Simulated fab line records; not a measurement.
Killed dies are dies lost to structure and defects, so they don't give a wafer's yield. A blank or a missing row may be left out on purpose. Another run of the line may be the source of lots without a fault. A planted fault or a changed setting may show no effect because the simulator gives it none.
Which of the tools did it? :: flow sky130 :: 12 lots, 36 wafers sampled, at 4 steps of a route of 708

== WHAT THE GAUGES READ, wafer by wafer ==
SKY_SD_P_OVL_MEAS_08. Usual: SD_P_OVL gives 0.7 nm (standard deviation 1.3).
lot: L540
measured: day 25 12:23
on: overlay-02
SD_P_OVL (nm): 0.4 0.0 1.6
flag: 

lot: L542
measured: day 26 06:32
on: overlay-02
SD_P_OVL (nm): 3.4 3.1 2.6
flag: 

lot: L543
measured: day 26 16:56
on: overlay-01
SD_P_OVL (nm): 1.2 0.7 -0.5
flag: 

lot: L544
measured: day 26 20:56
on: overlay-02
SD_P_OVL (nm): -2.0 1.7 -0.3
flag: 

lot: L546
measured: day 27 21:11
on: overlay-01
SD_P_OVL (nm): -0.1 0.2 0.9
flag: 

lot: L550
measured: day 29 09:38
on: overlay-01
SD_P_OVL (nm): 0.6 0.4 0.5
flag: 

lot: L551
measured: day 29 15:02
on: overlay-02
SD_P_OVL (nm): -0.3 -1.2 1.5
flag: 

lot: L552
measured: day 30 02:41
on: overlay-01
SD_P_OVL (nm): -0.4 0.6 0.4
flag: 

lot: L556
measured: day 31 06:50
on: overlay-01
SD_P_OVL (nm): -0.3 -1.2 -0.7
flag: 

lot: L558
measured: day 31 17:21
on: overlay-02
SD_P_OVL (nm): 0.2 -1.3 -0.1
flag: 

lot: L560
measured: day 33 01:47
on: overlay-02
SD_P_OVL (nm): 0.0 -0.6 1.3
flag: 

lot: L562
measured: day 33 12:11
on: overlay-02
SD_P_OVL (nm): 1.1 1.3 1.6
flag: 

SKY_LI_CONTACT_THK_MEAS_01. Usual: LI_CONTACT_HDPCVD_THK gives 928 nm (standard deviation 9.6).
lot: L540
measured: day 28 01:50
on: filmMetro-04
LI_CONTACT_HDPCVD_THK (nm): 927 951 944
flag: 

lot: L542
measured: day 28 18:35
on: filmMetro-04
LI_CONTACT_HDPCVD_THK (nm): 931 927 921
flag: 

lot: L543
measured: day 29 04:54
on: filmMetro-04
LI_CONTACT_HDPCVD_THK (nm): 925 921 930
flag: 

lot: L544
measured: day 29 08:20
on: filmMetro-02
LI_CONTACT_HDPCVD_THK (nm): 933 928 925
flag: 

lot: L546
measured: day 30 08:38
on: filmMetro-04
LI_CONTACT_HDPCVD_THK (nm): 915 938 926
flag: 

lot: L550
measured: day 31 19:38
on: filmMetro-02
LI_CONTACT_HDPCVD_THK (nm): 916 1220 921
flag: OFF

lot: L551
measured: day 32 01:13
on: filmMetro-04
LI_CONTACT_HDPCVD_THK (nm): 924 1229 924
flag: OFF

lot: L552
measured: day 32 11:02
on: filmMetro-03
LI_CONTACT_HDPCVD_THK (nm): 928 1204 1221
flag: OFF

lot: L556
measured: day 33 15:32
on: filmMetro-03
LI_CONTACT_HDPCVD_THK (nm): 913 923 937
flag: 

lot: L558
measured: day 34 01:43
on: filmMetro-02
LI_CONTACT_HDPCVD_THK (nm): 931 935 941
flag: 

lot: L560
measured: day 35 08:41
on: filmMetro-03
LI_CONTACT_HDPCVD_THK (nm): 927 931 951
flag: 

lot: L562
measured: day 35 18:05
on: filmMetro-03
LI_CONTACT_HDPCVD_THK (nm): 932 931 939
flag: 

== WHICH TOOL RAN EACH LOT (tool, then ch and the chambers of the sampled wafers, then the start) ==
lot: L540
SKY_SD_N_RTA_14: rtpAnneal-02 ch 0, day 28 01:11
SKY_LI_CONTACT_HDPCVD_00: hdpcvd-01 ch 0,1,2, day 28 01:44

lot: L542
SKY_SD_N_RTA_14: rtpAnneal-02 ch 0, day 28 17:56
SKY_LI_CONTACT_HDPCVD_00: hdpcvd-01 ch 0,1,2, day 28 18:29

lot: L543
SKY_SD_N_RTA_14: rtpAnneal-01 ch 0, day 29 04:11
SKY_LI_CONTACT_HDPCVD_00: hdpcvd-02 ch 0,2, day 29 04:44

lot: L544
SKY_SD_N_RTA_14: rtpAnneal-02 ch 0, day 29 07:41
SKY_LI_CONTACT_HDPCVD_00: hdpcvd-01 ch 0,2, day 29 08:14

lot: L546
SKY_SD_N_RTA_14: rtpAnneal-02 ch 0, day 30 07:59
SKY_LI_CONTACT_HDPCVD_00: hdpcvd-01 ch 1,2, day 30 08:32

lot: L550
SKY_SD_N_RTA_14: rtpAnneal-02 ch 0, day 31 18:47
SKY_LI_CONTACT_HDPCVD_00: hdpcvd-01 ch 0,1,2, day 31 19:31

lot: L551
SKY_SD_N_RTA_14: rtpAnneal-01 ch 0, day 32 00:33
SKY_LI_CONTACT_HDPCVD_00: hdpcvd-01 ch 0,1, day 32 01:06

lot: L552
SKY_SD_N_RTA_14: rtpAnneal-02 ch 0, day 32 10:23
SKY_LI_CONTACT_HDPCVD_00: hdpcvd-01 ch 0,1, day 32 10:56

lot: L556
SKY_SD_N_RTA_14: rtpAnneal-02 ch 0, day 33 14:53
SKY_LI_CONTACT_HDPCVD_00: hdpcvd-02 ch 0,1,2, day 33 15:26

lot: L558
SKY_SD_N_RTA_14: rtpAnneal-02 ch 0, day 34 01:01
SKY_LI_CONTACT_HDPCVD_00: hdpcvd-02 ch 0,1, day 34 01:36

lot: L560
SKY_SD_N_RTA_14: rtpAnneal-02 ch 0, day 35 08:02
SKY_LI_CONTACT_HDPCVD_00: hdpcvd-02 ch 0,2, day 35 08:35

lot: L562
SKY_SD_N_RTA_14: rtpAnneal-02 ch 0, day 35 17:26
SKY_LI_CONTACT_HDPCVD_00: hdpcvd-02 ch 0,1, day 35 17:59
- SKY_SD_N_RTA_14: time 2 s.
- SKY_LI_CONTACT_HDPCVD_00: deposits PSG, target thk 930 nm, time 155 s.

== WHAT THE TOOLS THEMSELVES READ (means of the sampled wafers that have a number; where no wafer has one, the mark that the record gives instead) ==
SKY_SD_N_RTA_14. Usual: annealTempCMax 1080.4, standard deviation 1.7; lampPowerPct 15.74 %, standard deviation 0.052; wafer_temp_C_max 1078.1, standard deviation 1.4.
lot: L540
tool: rtpAnneal-02
annealTempCMax: 1079.4
lampPowerPct (%): 15.75
wafer_temp_C_max: 1078.6
flag: 

lot: L542
tool: rtpAnneal-02
annealTempCMax: 1079.2
lampPowerPct (%): 15.76
wafer_temp_C_max: 1077.9
flag: 

lot: L543
tool: rtpAnneal-01
annealTempCMax: 1081.2
lampPowerPct (%): 15.71
wafer_temp_C_max: 1078.1
flag: 

lot: L544
tool: rtpAnneal-02
annealTempCMax: 1078.3
lampPowerPct (%): 15.74
wafer_temp_C_max: 1077.7
flag: 

lot: L546
tool: rtpAnneal-02
annealTempCMax: 1079.2
lampPowerPct (%): 15.73
wafer_temp_C_max: 1077.3
flag: 

lot: L550
tool: rtpAnneal-02
annealTempCMax: 1079.6
lampPowerPct (%): 15.74
wafer_temp_C_max: 1077.9
flag: 

lot: L551
tool: rtpAnneal-01
annealTempCMax: 1081.9
lampPowerPct (%): 15.74
wafer_temp_C_max: 1077.4
flag: 

lot: L552
tool: rtpAnneal-02
annealTempCMax: 1079.7
lampPowerPct (%): 15.74
wafer_temp_C_max: 1077.6
flag: 

lot: L556
tool: rtpAnneal-02
annealTempCMax: 1079.4
lampPowerPct (%): 15.73
wafer_temp_C_max: 1079.4
flag: 

lot: L558
tool: rtpAnneal-02
annealTempCMax: 1080.0
lampPowerPct (%): 15.72
wafer_temp_C_max: 1078.9
flag: 

lot: L560
tool: rtpAnneal-02
annealTempCMax: 1079.2
lampPowerPct (%): 15.77
wafer_temp_C_max: 1078.0
flag: 

lot: L562
tool: rtpAnneal-02
annealTempCMax: 1078.6
lampPowerPct (%): 15.73
wafer_temp_C_max: 1077.9
flag: 

== THE ANSWER, worked out from the rows above alone ==
Rule: a lot is off if the mean of its wafers that have a number lies more than 3 standard deviations from the usual mean. A lot without any number at a reading at which 4 lots or more have one is off too. Any other lot the step has rows for is counted as sound. Order of review: gauges by route order, followed by the tools' own readings, for which a lot's mean as printed above is used. The first step at which some lot is off is used, and at that step the reading that is off furthest; a lot without a number counts as furthest.
Off: at SKY_LI_CONTACT_THK_MEAS_01 (LI_CONTACT_HDPCVD_THK), L550, L551, L552.
A tool fits if, at a process step before that reading, it ran every lot that is off, and no sound lot after the first of them. Gauges at SKY_LI_CONTACT_THK_MEAS_01: tried the same way as those tools. One fits: SKY_LI_CONTACT_HDPCVD_00 on hdpcvd-01. Its last sound lot is L546 (day 30 08:32), its first lot that is off L550 (day 31 19:31): a fault that began between those two fits.

== WHAT THE SIMULATOR HAD INSERTED ==
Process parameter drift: hdpcvd-01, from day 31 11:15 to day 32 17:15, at SKY_LI_CONTACT_HDPCVD_00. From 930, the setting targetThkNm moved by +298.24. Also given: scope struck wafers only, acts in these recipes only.
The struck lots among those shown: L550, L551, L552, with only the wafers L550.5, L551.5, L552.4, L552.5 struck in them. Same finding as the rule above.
